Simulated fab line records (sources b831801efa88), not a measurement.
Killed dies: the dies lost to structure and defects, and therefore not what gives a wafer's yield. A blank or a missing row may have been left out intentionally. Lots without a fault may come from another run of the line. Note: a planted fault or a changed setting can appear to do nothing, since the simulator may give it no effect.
Matching of chambers | flow gf180mcu | 4 sister chambers for GF_SAB_ETCH_11 on rieDiel-04
The step etches SiO2 in C4F8/O2/Ar, target depth 55 nm, time 8.5 s. 16 wafers are shown with their chamber, then 8 later ones without.

WAFERS WITH THEIR CHAMBER
wafer  | chamber | oesProductAu (a.u.) | biasW (W)
L076.1 | 0       | 1.001               | 1200
L076.2 | 2       | 0.979               | 1197
L076.3 | 3       | 1.000               | 1198
L078.2 | 0       | 0.998               | 1198
L078.3 | 2       | 0.983               | 1203
L078.5 | 2       | 0.990               | 1200
L077.4 | 0       | 1.022               | 1196
L077.5 | 3       | 1.010               | 1201
L077.6 | 2       | 0.992               | 1199
L083.1 | 2       | 0.986               | 1200
L083.2 | 1       | 1.017               | 1202
L083.6 | 1       | 1.009               | 1196
L084.1 | 3       | 1.008               | 1203
L084.2 | 1       | 1.022               | 1201
L084.4 | 0       | 1.008               | 1198
L089.2 | 3       | 0.995               | 1210

SIGNATURES, as means of the wafers listed above
reading      | chamber 0 | chamber 1 | chamber 2 | chamber 3 | scatter within a chamber
oesProductAu | 1.00725   | 1.01600   | 0.98600   | 1.00325   | 0.00756
biasW        | 1198.00   | 1199.67   | 1199.80   | 1203.00   | 3.23
Rule: for each reading, subtract the chamber's mean from the wafer's reading, divide by that reading's scatter and square the result; add these up over the readings and take the root, which gives the wafer's distance from the chamber. If the next closest chamber is less than 2 further off than the closest, the wafer can't be placed; otherwise it belongs to the closest. How the scatter is found: for the shown wafers, subtract from each reading the mean of its chamber, square and add these, divide the total by (wafers less chambers), then take the root.

WAFERS WHOSE CHAMBER IS MISSING
wafer  | oesProductAu (a.u.) | biasW (W)
L089.3 | 1.000               | 1198
L089.4 | 1.004               | 1200
L091.2 | 0.988               | 1198
L091.4 | 1.002               | 1200
L091.6 | 0.995               | 1202
L095.4 | 1.006               | 1205
L095.5 | 0.994               | 1207
L095.6 | 0.990               | 1193

CHAMBER TAKEN BY EACH
wafer  | from the rows above               | in truth
L089.3 | can't be placed: 0 or 3 or 2 or 1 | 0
L089.4 | can't be placed: 0 or 3 or 1 or 2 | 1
L091.2 | can't be placed: 2 or 3 or 0      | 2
L091.4 | can't be placed: 0 or 3 or 1 or 2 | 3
L091.6 | can't be placed: 3 or 2 or 0 or 1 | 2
L095.4 | can't be placed: 3 or 1 or 0      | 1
L095.5 | can't be placed: 3 or 2 or 0 or 1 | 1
L095.6 | can't be placed: 2 or 0 or 3 or 1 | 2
Correct placement for 0 of the 8. Can't be placed from these rows: 8 (the true chamber is among the candidates in 8). Placed wrongly: 0.
